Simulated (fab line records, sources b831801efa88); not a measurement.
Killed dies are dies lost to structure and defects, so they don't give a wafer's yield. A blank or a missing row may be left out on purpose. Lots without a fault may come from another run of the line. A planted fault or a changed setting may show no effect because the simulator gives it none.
A struck lot beside a sound one | flow sky130 | 14 steps out of a route of 708
Sound: wafers L826.2, L826.4, L826.5. Struck: wafers L830.1, L830.2, L830.3. The cause comes at the end.
At each step with rows: each side's tool, then ch and its chambers, then its first start. Under that, the readings that differ: sound wafers | struck wafers | difference of the means | sigmas: that difference in standard deviations of wafers without a fault.
alike: readings whose means differ by less than 2 such deviations, and words and numbers that are the same on both sides. not compared: withheld readings, readings that some wafer has no value for, bounds like >300 that may hide the same value, and numbers for which the record gives no deviation and whose values overlap.
The two part at a step that has a row with sigmas, a row that says differs or no value, or rows on one side only. Numbers that don't overlap but have no deviation are shown without sigmas and don't part them. A reading that every wafer of one side lacks parts them only if that side has two wafers or more.

first, 9 steps without rows for these wafers: SKY_CAP2M_CLEAN_17 (cleans in O3/DIW); SKY_METAL4_DEHYDRATE_05 (time 60 s); SKY_METAL4_HMDS_06 (prime time 60 s); SKY_METAL4_COAT_07 (resist thk 60 nm); SKY_METAL4_COAT_08 (resist thk 1140 nm); SKY_METAL4_SOFTBAKE_09 (time 90 s); SKY_METAL4_EXPOSE_10 (exposes mask MM4, target cd 300 nm); SKY_METAL4_PEB_11; SKY_METAL4_DEVELOP_12 (develop time 60 s).
SKY_METAL4_CD_MEAS_13: target cd 300 nm.
  sound on cd_sem-02, day 43 02:47; struck on cd_sem-02, day 44 05:43
  alike: cd_nm
SKY_METAL4_OVL_MEAS_14:
  sound on overlay-02, day 43 02:54; struck on overlay-02, day 44 05:50
  reading         | sound | struck    | difference | sigmas
  METAL4_OVL (nm) | 5 3 6 | -9 -10 -1 | -11        | -2
SKY_METAL4_DESCUM_15: chemistry O2, time 8 s.
  sound on rie_metal-03 ch 0,1, day 43 02:56; struck on rie_metal-03 ch 0,1, day 44 05:53
  alike: drypump_motor_current_A, oes_product_au, rf_fwd_power_W
  not compared: rf_hours_counter_h
SKY_METAL4_ETCH_16: etches BARC in N2/H2, stops on SiO2, time 88.2 s, target depth 60 nm.
  sound on rie_metal-03 ch 0,1, day 43 02:58; struck on rie_metal-03 ch 0,1, day 44 05:55
  reading    | sound             | struck            | difference | sigmas
  bias_w (W) | 100.1 100.3 100.3 | 105.9 106.1 105.6 | +5.6       | +16
  alike: drypump_motor_current_A, h2_flow_sccm, oes_product_au, rf_fwd_power_W, throttle_valve_pct
  not compared: rf_hours_counter_h, model.SiO2_of_CAP2M_CVD_00.thk_nm
SKY_METAL4_ETCH_17: etches SiO2 in C4F8/O2/Ar, stops on TiN, time 3.9 s, target depth 15 nm.
  sound on rie_diel-01 ch 2,3, day 43 03:04; struck on rie_diel-02 ch 1,2,3, day 44 06:01
  alike: bias_w, oes_product_au, rf_fwd_power_W
  not compared: rf_hours_counter_h

WHERE THEY PART
First at SKY_METAL4_OVL_MEAS_14; last, within this record, at SKY_METAL4_ETCH_16. Later steps at which nothing parts them and some readings are alike: SKY_METAL4_ETCH_17.

WHY: what the simulator had put in
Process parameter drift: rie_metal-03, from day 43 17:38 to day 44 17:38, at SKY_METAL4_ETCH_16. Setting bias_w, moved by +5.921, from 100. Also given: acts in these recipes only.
